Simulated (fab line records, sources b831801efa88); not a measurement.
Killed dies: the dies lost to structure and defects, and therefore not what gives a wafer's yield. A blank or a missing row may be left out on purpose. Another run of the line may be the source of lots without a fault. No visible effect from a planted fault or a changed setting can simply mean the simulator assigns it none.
Shared-tool check | flow gf180mcu | Sampled: 12 lots, 36 wafers

## WHAT PROMPTED THE OPENING
At GF_VT_IMPLANT_TW_MEAS_21 the reading VT_IMPLANT_2_TW is flagged on 2 of 12 lots. Wafers without a fault read 1205, standard deviation 11.
Rule: a lot is flagged in two cases, either no wafer of it has a number, or all its wafers with numbers fall more than 4 standard deviations from that mean. As for the other lots, they are considered sound.

lot  | measured     | on            | VT_IMPLANT_2_TW, wafer by wafer | flag
L674 | day 6 18:21  | film_metro-03 | 1202 1203 1197                  |
L675 | day 6 22:06  | film_metro-04 | 1208 1215 1213                  |
L678 | day 7 19:25  | film_metro-04 | 1215 1215 1221                  |
L679 | day 8 01:26  | film_metro-04 | 1214 1213 1211                  |
L680 | day 8 08:50  | film_metro-03 | 1205 1202 1202                  |
L681 | day 8 13:40  | film_metro-03 | 1202 1203 1198                  |
L682 | day 8 21:17  | film_metro-02 | 1190 1189 1197                  |
L683 | day 9 04:05  | film_metro-02 | 1189 1199 1194                  |
L684 | day 9 06:20  | film_metro-03 | 1196 1196 1200                  |
L685 | day 9 17:49  | film_metro-03 | 1196 1198 1190                  |
L687 | day 10 05:39 | film_metro-02 | 1065 1068 1069                  | FLAGGED
L689 | day 10 22:54 | film_metro-04 | 1084 1090 1084                  | FLAGGED
On average the flagged lots' numbers are 1077, which is -128 against the usual, or -12 standard deviations.

## TOOL THAT RAN EACH LOT
2 process steps preceding the reading are held in the record, out of 602 steps in the route. Every cell lists first the tool, next ch and the chambers used by the sampled wafers, and last the start.
lot  | flag    | GF_VT_IMPLANT_IMPLANT_19        | GF_VT_IMPLANT_STRIP_20
L674 |         | implanter-01 ch 0, day 6 18:07  | plasma_asher-04 ch 0,1, day 6 18:14
L675 |         | implanter-01 ch 0, day 6 21:52  | plasma_asher-02 ch 0,1, day 6 21:59
L678 |         | implanter-02 ch 0, day 7 19:13  | plasma_asher-02 ch 0,1, day 7 19:20
L679 |         | implanter-03 ch 0, day 8 01:11  | plasma_asher-04 ch 0,1, day 8 01:20
L680 |         | implanter-02 ch 0, day 8 08:37  | plasma_asher-01 ch 0, day 8 08:44
L681 |         | implanter-03 ch 0, day 8 13:28  | plasma_asher-01 ch 0,1, day 8 13:34
L682 |         | implanter-01 ch 0, day 8 21:02  | plasma_asher-02 ch 0,1, day 8 21:11
L683 |         | implanter-01 ch 0, day 9 03:50  | plasma_asher-01 ch 0,1, day 9 03:59
L684 |         | implanter-01 ch 0, day 9 06:05  | plasma_asher-01 ch 0,1, day 9 06:14
L685 |         | implanter-02 ch 0, day 9 17:35  | plasma_asher-01 ch 0,1, day 9 17:43
L687 | FLAGGED | implanter-01 ch 0, day 10 05:25 | plasma_asher-01 ch 0,1, day 10 05:32
L689 | FLAGGED | implanter-01 ch 0, day 10 22:40 | plasma_asher-01 ch 0,1, day 10 22:47
What the steps here do:
- GF_VT_IMPLANT_IMPLANT_19
- GF_VT_IMPLANT_STRIP_20: strips in O2/N2.
- GF_VT_IMPLANT_TW_MEAS_21

## FLAGGED AGAINST TOTAL, ONE TOOL AT A TIME (gauges that did the reading follow at the end)
step                     | tool            | lots run | flagged | share of the flagged lots | sound lots run after its first flagged lot
GF_VT_IMPLANT_IMPLANT_19 | implanter-01    | 7        | 2       | all                       | 0
GF_VT_IMPLANT_IMPLANT_19 | implanter-02    | 3        | 0       | none                      | -
GF_VT_IMPLANT_IMPLANT_19 | implanter-03    | 2        | 0       | none                      | -
GF_VT_IMPLANT_STRIP_20   | plasma_asher-01 | 7        | 2       | all                       | 0
GF_VT_IMPLANT_STRIP_20   | plasma_asher-02 | 3        | 0       | none                      | -
GF_VT_IMPLANT_STRIP_20   | plasma_asher-04 | 2        | 0       | none                      | -
GF_VT_IMPLANT_TW_MEAS_21 | film_metro-02   | 3        | 1       | some                      | 0
GF_VT_IMPLANT_TW_MEAS_21 | film_metro-03   | 5        | 0       | none                      | -
GF_VT_IMPLANT_TW_MEAS_21 | film_metro-04   | 4        | 1       | some                      | 0

## WHAT THE TABLE PERMITS
Table rows that saw every flagged lot: 2, namely implanter-01 at GF_VT_IMPLANT_IMPLANT_19 and plasma_asher-01 at GF_VT_IMPLANT_STRIP_20.
- implanter-01 at GF_VT_IMPLANT_IMPLANT_19: 2 of its 7 lots flagged. Last sound lot L684 at day 9 06:05, first flagged lot L687 at day 10 05:25; a fault beginning in between fits. Its own readings lie more than 4 standard deviations out on every wafer of the flagged lots: tilt_deg.
- plasma_asher-01 at GF_VT_IMPLANT_STRIP_20: 2 of its 7 lots flagged. Last sound lot L685 at day 9 17:43, first flagged lot L687 at day 10 05:32; a fault beginning in between fits.
A lot count leaves these 2 tools indistinguishable: every one of them fits a fault beginning at some hour. More lots, or a look at what each step does to the wafer, might.

## WHAT WAS PUT IN BY THE SIMULATOR
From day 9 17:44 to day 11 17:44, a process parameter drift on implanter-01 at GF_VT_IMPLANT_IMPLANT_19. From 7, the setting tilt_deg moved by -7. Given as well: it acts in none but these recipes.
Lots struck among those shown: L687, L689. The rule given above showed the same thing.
